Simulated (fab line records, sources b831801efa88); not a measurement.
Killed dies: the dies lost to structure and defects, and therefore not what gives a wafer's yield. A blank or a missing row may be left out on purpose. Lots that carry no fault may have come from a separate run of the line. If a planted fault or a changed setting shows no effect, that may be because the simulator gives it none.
Which tool was responsible? | flow sky130 | 13 lots with 39 wafers sampled at 5 steps, on a route of 708 steps

== WHAT EACH GAUGE READ, for each wafer ==
SKY_SD_N_TW_MEAS_12.
lot  | measured     | on            | SD_N_TW
L490 | day 27 22:02 | film_metro-03 | 4015 4006 4012
L489 | day 27 23:22 | film_metro-02 | 3960 3962 3981
L492 | day 28 15:58 | film_metro-02 | 4002 4031 3998
L499 | day 31 08:08 | film_metro-02 | 30 30 30
L503 | day 32 13:08 | film_metro-01 | 4012 4013 4014
L505 | day 33 01:23 | film_metro-02 | 3985 3989 3973
L506 | day 33 08:17 | film_metro-03 | 4056 4034 4029
L507 | day 33 11:33 | film_metro-01 | 3981 3977 3984
L508 | day 33 16:05 | film_metro-01 | 4006 3998 3997
L509 | day 34 15:25 | film_metro-02 | 3989 3995 3983
L510 | day 35 03:07 | film_metro-03 | 3996 4022 4027
L512 | day 35 10:37 | film_metro-01 | 3996 3991 4009
L511 | day 35 19:33 | film_metro-01 | 3980 3979 3990

SKY_LI_CONTACT_BOW_MEAS_03.
lot  | measured     | on            | LI_CONTACT_BOW (um)
L490 | day 27 23:11 | film_metro-03 | 68 52 47
L489 | day 28 00:35 | film_metro-01 | 59 55 60
L492 | day 28 17:06 | film_metro-02 | 48 52 55
L499 | day 31 09:17 | film_metro-03 | 57 52 56
L503 | day 32 14:19 | film_metro-02 | 41 57 73
L505 | day 33 02:31 | film_metro-03 | 57 55 54
L506 | day 33 09:25 | film_metro-01 | 59 58 60
L507 | day 33 12:40 | film_metro-01 | 60 58 61
L508 | day 33 17:14 | film_metro-01 | 61 73 71
L509 | day 34 16:32 | film_metro-03 | 59 62 64
L510 | day 35 04:15 | film_metro-02 | 62 60 59
L512 | day 35 11:44 | film_metro-03 | 45 61 72
L511 | day 35 20:45 | film_metro-02 | 48 58 61

== TOOL THAT RAN EACH LOT (tool first, then ch and the chambers of the sampled wafers, then the start) ==
lot  | SKY_LDD_LDN_STRIP_12                 | SKY_RES_XHIGH_STRIP_08               | SKY_SD_N_STRIP_11
L490 | plasma_asher-03 ch 0,1, day 22 15:49 | plasma_asher-03 ch 0,1, day 26 09:59 | plasma_asher-03 ch 0,1, day 27 21:56
L489 | plasma_asher-01 ch 1, day 22 17:57   | plasma_asher-03 ch 0,1, day 26 12:56 | plasma_asher-01 ch 0,1, day 27 23:16
L492 | plasma_asher-02 ch 1, day 23 19:19   | plasma_asher-01 ch 0,1, day 27 11:59 | plasma_asher-02 ch 0,1, day 28 15:52
L499 | plasma_asher-03 ch 0,1, day 26 10:59 | plasma_asher-01 ch 0,1, day 30 04:26 | plasma_asher-03 ch 0,1, day 31 08:03
L503 | plasma_asher-01 ch 1, day 27 22:14   | plasma_asher-04 ch 0, day 31 08:40   | plasma_asher-02 ch 0, day 32 13:01
L505 | plasma_asher-03 ch 0, day 28 06:30   | plasma_asher-04 ch 0, day 31 21:48   | plasma_asher-02 ch 0,1, day 33 01:16
L506 | plasma_asher-03 ch 0,1, day 28 18:05 | plasma_asher-03 ch 0,1, day 32 05:51 | plasma_asher-02 ch 0,1, day 33 08:11
L507 | plasma_asher-01 ch 1, day 28 21:22   | plasma_asher-04 ch 0,1, day 32 08:27 | plasma_asher-01 ch 0,1, day 33 11:27
L508 | plasma_asher-03 ch 0,1, day 29 03:16 | plasma_asher-03 ch 0,1, day 32 13:50 | plasma_asher-02 ch 0,1, day 33 16:00
L509 | plasma_asher-01 ch 0,1, day 29 23:58 | plasma_asher-03 ch 0,1, day 33 12:03 | plasma_asher-03 ch 0,1, day 34 15:19
L510 | plasma_asher-02 ch 0,1, day 30 13:33 | plasma_asher-04 ch 0,1, day 34 00:43 | plasma_asher-03 ch 0,1, day 35 03:01
L512 | plasma_asher-01 ch 0,1, day 30 23:04 | plasma_asher-04 ch 0,1, day 34 08:59 | plasma_asher-02 ch 0,1, day 35 10:30
L511 | plasma_asher-03 ch 0,1, day 31 06:10 | plasma_asher-03 ch 0,1, day 34 17:12 | plasma_asher-03 ch 0,1, day 35 19:28
- SKY_LDD_LDN_STRIP_12: strips in O2/N2.
- SKY_RES_XHIGH_STRIP_08: strips in O2/N2.
- SKY_SD_N_STRIP_11: strips in O2/N2.

== WHAT THE TOOLS THEMSELVES READ (means of the sampled wafers that have a number; where no wafer has one, the mark that the record gives instead) ==
SKY_LDD_LDN_STRIP_12.
lot  | tool            | drypump_motor_current_A (A) | oes_product_au (a.u.) | strip_time_to_endpoint_s (s)
L490 | plasma_asher-03 | 5.81                        | 0.714                 | 14.17
L489 | plasma_asher-01 | 5.73                        | 0.717                 | 14.21
L492 | plasma_asher-02 | 5.91                        | 0.716                 | 14.19
L499 | plasma_asher-03 | 5.82                        | 0.712                 | 14.18
L503 | plasma_asher-01 | 5.73                        | 0.715                 | 14.20
L505 | plasma_asher-03 | 5.63                        | 0.716                 | 14.20
L506 | plasma_asher-03 | 6.03                        | 0.716                 | 14.21
L507 | plasma_asher-01 | 5.72                        | 0.717                 | 14.18
L508 | plasma_asher-03 | 6.05                        | 0.718                 | 14.16
L509 | plasma_asher-01 | 5.69                        | 0.713                 | 14.19
L510 | plasma_asher-02 | 5.74                        | 0.715                 | 14.13
L512 | plasma_asher-01 | 5.69                        | 0.712                 | 14.21
L511 | plasma_asher-03 | 6.03                        | 0.717                 | 14.18

SKY_RES_XHIGH_STRIP_08.
lot  | tool            | drypump_motor_current_A (A) | oes_product_au (a.u.) | strip_time_to_endpoint_s (s)
L490 | plasma_asher-03 | 6.02                        | 0.709                 | 14.23
L489 | plasma_asher-03 | 5.82                        | 0.712                 | 14.26
L492 | plasma_asher-01 | 5.71                        | 0.716                 | 14.17
L499 | plasma_asher-01 | 5.64                        | 0.908                 | -
L503 | plasma_asher-04 | 5.92                        | 0.705                 | 14.27
L505 | plasma_asher-04 | 5.90                        | 0.712                 | 14.26
L506 | plasma_asher-03 | 6.04                        | 0.713                 | 14.26
L507 | plasma_asher-04 | 5.94                        | 0.713                 | 14.27
L508 | plasma_asher-03 | 5.83                        | 0.706                 | 14.25
L509 | plasma_asher-03 | 5.82                        | 0.711                 | 14.30
L510 | plasma_asher-04 | 5.92                        | 0.713                 | 14.21
L512 | plasma_asher-04 | 5.92                        | 0.715                 | 14.29
L511 | plasma_asher-03 | 5.82                        | 0.711                 | 14.22

SKY_SD_N_STRIP_11.
lot  | tool            | drypump_motor_current_A (A) | oes_product_au (a.u.) | strip_time_to_endpoint_s (s)
L490 | plasma_asher-03 | 5.83                        | 0.531                 | 22.53
L489 | plasma_asher-01 | 5.70                        | 0.526                 | 22.62
L492 | plasma_asher-02 | 5.82                        | 0.525                 | 22.56
L499 | plasma_asher-03 | 6.04                        | 0.579                 | 30.85
L503 | plasma_asher-02 | 5.69                        | 0.529                 | 22.53
L505 | plasma_asher-02 | 5.81                        | 0.528                 | 22.50
L506 | plasma_asher-02 | 5.75                        | 0.531                 | 22.60
L507 | plasma_asher-01 | 5.69                        | 0.531                 | 22.54
L508 | plasma_asher-02 | 5.75                        | 0.526                 | 22.55
L509 | plasma_asher-03 | 6.04                        | 0.525                 | 22.53
L510 | plasma_asher-03 | 6.04                        | 0.528                 | 22.58
L512 | plasma_asher-02 | 5.85                        | 0.524                 | 22.57
L511 | plasma_asher-03 | 6.05                        | 0.526                 | 22.64

== THE ANSWER, worked out from the rows above alone ==
Rule: usual is defined by the lots themselves. The widest of any qualifying gaps counts: lots, ordered by their means at a reading, are off when they make up no more than a third of the lots, leave a main group of 4 or more, and stand apart from it by 3 or more times the standard deviation of that group's means. Not used: any main group whose means are identical at the precision the tables above print for the reading. Also off: a lot with no number at a reading for which 4 or more lots have one. Any other lot the step has rows for is counted as sound. First the gauges in route order, then the tools' own readings, where a lot's mean is used as printed above. At the first step where some lot is off, the reading lying furthest off is the one used; lots without a number count as furthest.
Off: at SKY_SD_N_TW_MEAS_12 (SD_N_TW), L499. For the main group the mean is 3999 and the standard deviation 19.
A tool fits if, at a process step before that reading, it ran every lot that is off, and no sound lot after the first of them. Not tried: the gauges at SKY_SD_N_TW_MEAS_12; whatever is off there is also off at SKY_RES_XHIGH_STRIP_08, on other tools, and gauge error can't account for it. One fits: SKY_RES_XHIGH_STRIP_08 on plasma_asher-01. A fault onset in the window from L492 (day 27 11:59, its last sound lot) to L499 (day 30 04:26, its first lot off) fits.
On the lots that are off, the tool's own readings at SKY_RES_XHIGH_STRIP_08 differ by more than 5 times the standard deviation of the sound lots' means, which bears it out; oes_product_au reads 0.908 a.u. there versus 0.711 a.u. on the sound lots.
Blank at SKY_RES_XHIGH_STRIP_08 on the lots that are off, where sound lots have numbers: strip_time_to_endpoint_s.

== WHAT THE SIMULATOR PUT IN ==
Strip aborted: plasma_asher-01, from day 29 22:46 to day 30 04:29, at SKY_RES_XHIGH_STRIP_08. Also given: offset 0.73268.
Shown lots that were struck: L499. The rule above reached the same finding.
